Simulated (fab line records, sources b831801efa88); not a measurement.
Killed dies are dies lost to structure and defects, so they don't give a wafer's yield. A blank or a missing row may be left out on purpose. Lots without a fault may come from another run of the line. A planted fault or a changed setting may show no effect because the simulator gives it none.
Chamber matching | flow sky130 | SKY_VIA1_CMP_24 on cmp-01: 4 sister chambers
The step polishes, stops on SiO2, t overpolish 15 s, target thk 0 nm. 15 wafers are shown with their chamber, then 7 later ones without.

WAFERS WITH THEIR CHAMBER
wafer  | chamber | motor_current_A (A) | time_to_endpoint_s (s) | overpolish_run_s (s)
L414.1 | 1       | 9.6                 | 59                     | 15.004
L414.2 | 0       | 8.7                 | 64                     | 14.982
L414.6 | 3       | 10.5                | 68                     | 14.975
L415.1 | 0       | 9.1                 | 62                     | 15.001
L415.4 | 3       | 10.1                | 68                     | 14.996
L415.5 | 3       | 10.4                | 70                     | 15.001
L418.2 | 3       | 10.6                | 69                     | 14.979
L418.5 | 1       | 10.5                | 59                     | 15.005
L418.6 | 2       | 12.5                | 68                     | 14.989
L420.2 | 1       | 10.1                | 60                     | 15.003
L420.5 | 1       | 10.0                | 61                     | 15.002
L420.6 | 2       | 12.7                | 67                     | 15.018
L419.3 | 0       | 9.1                 | 61                     | 14.991
L419.5 | 2       | 12.0                | 63                     | 14.989
L419.6 | 1       | 10.2                | 59                     | 15.005

SIGNATURES (means of the wafers above)
reading            | chamber 0 | chamber 1 | chamber 2 | chamber 3 | scatter within a chamber
motor_current_A    | 8.967     | 10.080    | 12.400    | 10.400    | 0.291
time_to_endpoint_s | 62.33     | 59.60     | 66.00     | 68.75     | 1.5
overpolish_run_s   | 14.99133  | 15.00380  | 14.99867  | 14.98775  | 0.0106
Rule: a wafer's distance from a chamber is the root of the sum, over the readings, of the square of ((its reading less the chamber's mean) divided by the reading's scatter). The wafer belongs to the nearest chamber; if the next one is less than 2 further off, it can't be placed. The scatter: the root of (the sum of the squares of (reading less its chamber's mean) over the shown wafers, divided by (wafers less chambers)).

WAFERS WITHOUT THEIR CHAMBER
wafer  | motor_current_A (A) | time_to_endpoint_s (s) | overpolish_run_s (s)
L422.1 | 10.5                | 59                     | 15.007
L422.5 | 10.1                | 61                     | 15.007
L422.6 | 9.3                 | 64                     | 14.987
L423.3 | 13.1                | 68                     | 15.009
L423.5 | 10.7                | 59                     | 14.991
L423.6 | 9.3                 | 62                     | 15.020
L425.2 | 8.8                 | 61                     | 14.997

WHICH CHAMBER EACH WENT THROUGH
wafer  | from the rows above     | in truth
L422.1 | 1                       | 1
L422.5 | 1                       | 1
L422.6 | 0                       | 0
L423.3 | 2                       | 2
L423.5 | 1                       | 1
L423.6 | can't be placed: 0 or 1 | 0
L425.2 | 0                       | 0
Placed correctly: 6 of 7. Can't be placed from these rows: 1 (the true chamber is among the candidates in 1). Placed wrongly: 0.
